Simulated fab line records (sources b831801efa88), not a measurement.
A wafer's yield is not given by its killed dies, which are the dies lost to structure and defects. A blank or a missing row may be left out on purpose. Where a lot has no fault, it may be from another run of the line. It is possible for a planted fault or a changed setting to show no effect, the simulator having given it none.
The tool behind it: which one? ; flow gf180mcu ; 33 wafers from 11 lots sampled at 4 of the route's 602 steps

## WHAT THE GAUGES SHOWED, per wafer
GF_V3_THK_MEAS_03.
lot;measured;on;V3_CVD_02_THK (nm)
L382;day 21 13:52;film_metro-04;853 859 873
L386;day 22 21:47;film_metro-04;844 832 846
L387;day 23 11:20;film_metro-03;853 842 854
L388;day 24 07:08;film_metro-03;834 837 851
L391;day 24 10:50;film_metro-03;845 858 863
L392;day 24 23:41;film_metro-03;830 838 833
L393;day 25 21:44;film_metro-02;854 860 855
L395;day 26 03:31;film_metro-04;843 843 870
L396;day 26 20:01;film_metro-02;848 851 863
L398;day 26 22:59;film_metro-04;844 704 856
L405;day 29 01:28;film_metro-03;829 843 841

## WHICH TOOL RAN EACH LOT (tool, then ch and the chambers of the sampled wafers, then the start)
lot;GF_M3_SPUTTER_00;GF_M3_SPUTTER_04;GF_V3_CVD_02
L382;pvd_sputter-02, day 20 12:44;pvd_sputter-02, day 20 12:55;pecvd-01 ch 1,2, day 21 13:48
L386;pvd_sputter-02, day 21 21:38;pvd_sputter-02, day 21 21:49;pecvd-03 ch 0,1,2, day 22 21:43
L387;pvd_sputter-02, day 22 07:38;pvd_sputter-02, day 22 07:49;pecvd-01 ch 0,1,2, day 23 11:16
L388;pvd_sputter-01, day 23 07:40;pvd_sputter-01, day 23 07:50;pecvd-02 ch 0,1,2, day 24 07:04
L391;pvd_sputter-02, day 23 11:20;pvd_sputter-02, day 23 11:31;pecvd-02 ch 0,1,2, day 24 10:46
L392;pvd_sputter-01, day 24 00:14;pvd_sputter-01, day 24 00:25;pecvd-03 ch 0,1,2, day 24 23:37
L393;pvd_sputter-04, day 24 10:07;pvd_sputter-04, day 24 10:17;pecvd-01 ch 1,2, day 25 21:39
L395;pvd_sputter-01, day 25 03:46;pvd_sputter-01, day 25 03:57;pecvd-01 ch 0,1,2, day 26 03:26
L396;pvd_sputter-02, day 26 00:02;pvd_sputter-02, day 26 00:13;pecvd-02 ch 0,1,2, day 26 19:56
L398;pvd_sputter-01, day 26 02:31;pvd_sputter-01, day 26 02:42;pecvd-02 ch 0,1,2, day 26 22:55
L405;pvd_sputter-02, day 28 05:34;pvd_sputter-02, day 28 05:44;pecvd-03 ch 0,2, day 29 01:23
- GF_M3_SPUTTER_00: material Ti, target thk 37.5 nm, time 150 s.
- GF_M3_SPUTTER_04: material TiN, target thk 50 nm, time 41.7 s.
- GF_V3_CVD_02: deposits SiO2 from TEOS, target thk 850 nm, time 94.851 s.

## THE ANSWER, worked out from the rows above alone
Rule: the usual values come from the lots themselves. Put in order of their means at a reading, lots are off if they are a third of the lots or fewer, leave a main group of 4 or more, and stand apart from it by a gap of 3 or more times the standard deviation of the main group's means; of several such gaps the widest counts. A main group is skipped when, at the precision printed for the reading in the tables above, its means are all equal. Also off: a lot with no number at a reading for which 4 or more lots have one. The other lots that the step has rows for count as sound.
Off: L398, seen at GF_V3_THK_MEAS_03 (V3_CVD_02_THK). For the main group the mean is 848 nm and the standard deviation 8.9.
If a tool, at a process step before that reading, ran all the lots that are off and no sound lot after the first of them, it fits. The gauges at GF_V3_THK_MEAS_03 are tried like those tools. Can't be told from this: 3 tools fit, pvd_sputter-01 at GF_M3_SPUTTER_00 and GF_M3_SPUTTER_04, pecvd-02 at GF_V3_CVD_02, film_metro-04 at GF_V3_THK_MEAS_03.

## WHAT THE SIMULATOR PUT IN
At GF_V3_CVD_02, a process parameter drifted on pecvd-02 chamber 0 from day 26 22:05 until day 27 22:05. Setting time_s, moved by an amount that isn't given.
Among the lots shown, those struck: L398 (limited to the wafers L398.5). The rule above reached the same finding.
